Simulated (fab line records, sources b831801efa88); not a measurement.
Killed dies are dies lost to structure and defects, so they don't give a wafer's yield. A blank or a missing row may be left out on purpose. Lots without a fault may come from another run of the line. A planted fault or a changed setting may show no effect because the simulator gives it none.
A struck lot beside a sound one | flow sky130 | 17 steps out of a route of 708
Sound: wafers L852.2, L852.4, L852.5. Struck: wafers L863.1, L863.3, L863.6. The cause comes at the end.
At each step with rows: each side's tool, then ch and its chambers, then its first start. Under that, the readings that differ: sound wafers | struck wafers | difference of the means | sigmas: that difference in standard deviations of wafers without a fault.
alike: readings whose means differ by less than 2 such deviations, and words and numbers that are the same on both sides. not compared: withheld readings, readings that some wafer has no value for, bounds like >300 that may hide the same value, and numbers for which the record gives no deviation and whose values overlap.
The two part at a step that has a row with sigmas, a row that says differs or no value, or rows on one side only. Numbers that don't overlap but have no deviation are shown without sigmas and don't part them. A reading that every wafer of one side lacks parts them only if that side has two wafers or more.

SKY_LDD_P_OVL_MEAS_08:
  sound on overlay-02, day 19 11:24; struck on overlay-02, day 23 10:41
  alike: LDD_P_OVL
then, 1 step without rows for these wafers: SKY_LDD_P_IMPLANT_09.
SKY_LDD_P_STRIP_10: strips in O2/N2.
  sound on plasma_asher-01 ch 0,1, day 19 11:35; struck on plasma_asher-04 ch 0,1, day 23 10:55
  alike: drypump_motor_current_A, oes_product_au, strip_time_to_endpoint_s
  not compared: rf_hours_counter_h
SKY_LDD_P_TW_MEAS_11:
  sound on film_metro-03, day 19 11:41; struck on film_metro-01, day 23 11:01
  alike: LDD_P_TW
then, 7 steps without rows for these wafers: SKY_LDD_HVN_DEHYDRATE_00 (time 60 s); SKY_LDD_HVN_HMDS_01 (prime time 60 s); SKY_LDD_HVN_COAT_02 (resist thk 300 nm); SKY_LDD_HVN_SOFTBAKE_03 (time 60 s); SKY_LDD_HVN_EXPOSE_04 (exposes mask HVNTM, target cd 700 nm); SKY_LDD_HVN_PEB_05; SKY_LDD_HVN_DEVELOP_06 (develop time 60 s).
SKY_LDD_HVN_OVL_MEAS_07:
  sound on overlay-01, day 20 18:07; struck on overlay-01, day 24 16:31
  alike: LDD_HVN_OVL
SKY_LDD_HVN_IMPLANT_08:
  sound on implanter-04 ch 0, day 20 18:10; struck on implanter-04 ch 0, day 24 16:32
  reading            | sound                         | struck                        | difference | sigmas
  dose_ions_cm2      | 2.998e+13 2.994e+13 2.996e+13 | 1.551e+13 1.552e+13 1.556e+13 | -1.443e+13 | -99 or more
  faraday_current_uA | 167 169 163                   | 90 84 88                      | -79        | -20
SKY_LDD_HVN_STRIP_09: strips in O2/N2.
  sound on plasma_asher-04 ch 0,1, day 20 18:17; struck on plasma_asher-04 ch 0, day 24 16:41
  reading                      | sound             | struck            | difference | sigmas
  strip_time_to_endpoint_s (s) | 4.106 4.108 4.121 | 4.140 4.149 4.152 | +0.035     | +3
  alike: drypump_motor_current_A, oes_product_au
  not compared: rf_hours_counter_h
SKY_LDD_HVN_TW_MEAS_10:
  sound on film_metro-04, day 20 18:24; struck on film_metro-03, day 24 16:47
  reading    | sound          | struck         | difference | sigmas
  LDD_HVN_TW | 1465 1465 1460 | 1175 1172 1173 | -290       | -40
then, 1 step without rows for these wafers: SKY_LDD_HVP_DEHYDRATE_00 (time 60 s).
-- the record jumps here: 24 days lie between the struck wafers' starts before and after (it left off in module LDD_HVP and takes up again in module PAD_OPEN, whose first step shown is number 708 of the route) --
SKY_PAD_OPEN_PROBE_99:
  sound on prober-02, day 45 20:58; struck on prober-01, day 48 11:34
  reading                                | sound             | struck            | difference | sigmas
  killed_at_contacts                     | 25 34 23          | 16 15 14          | -12        | -2
  model.etest.tip_n_5v.rs_ohm_sq         | 1387 1383 1382    | 2404 2393 2370    | +1005      |
  model.etest.nfet_g5v0d10v5.r_on_ohm_um | 1888 1904 1920    | 2012 2025 2002    | +109       |
  model.etest.tip_n_5v.rs_ohm_sq_range   | 35.56 35.21 39.47 | 58.91 144.5 64.37 | +52.51     |
  model.etest.nfet_g5v0d10v5.drive_ua_um | 606.4 605.7 601.4 | 566.6 570.4 570.2 | -35.4      |
  model.etest.nfet_05v0_nvt.drive_ua_um  | 573.8 575.7 569.2 | 550.9 551.7 551.7 | -21.5      |
  alike: killed_at_M0_to_M3, killed_at_M4_up, killed_at_front_end, killed_at_other, killed_dies, killed_open, killed_short
  not compared: model.etest.tip_n_5v.rs_ohm_sq_rim_less_centre, model.etest.res_ndiff_hv.rs_ohm_sq, model.etest.ring_5v.delay_ps

WHERE THEY PART
First at SKY_LDD_HVN_IMPLANT_08; last, within this record, at SKY_PAD_OPEN_PROBE_99.

WHY: what the simulator had put in
Process parameter drift: implanter-04, from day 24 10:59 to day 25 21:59, at SKY_LDD_HVN_IMPLANT_08. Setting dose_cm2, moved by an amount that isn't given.
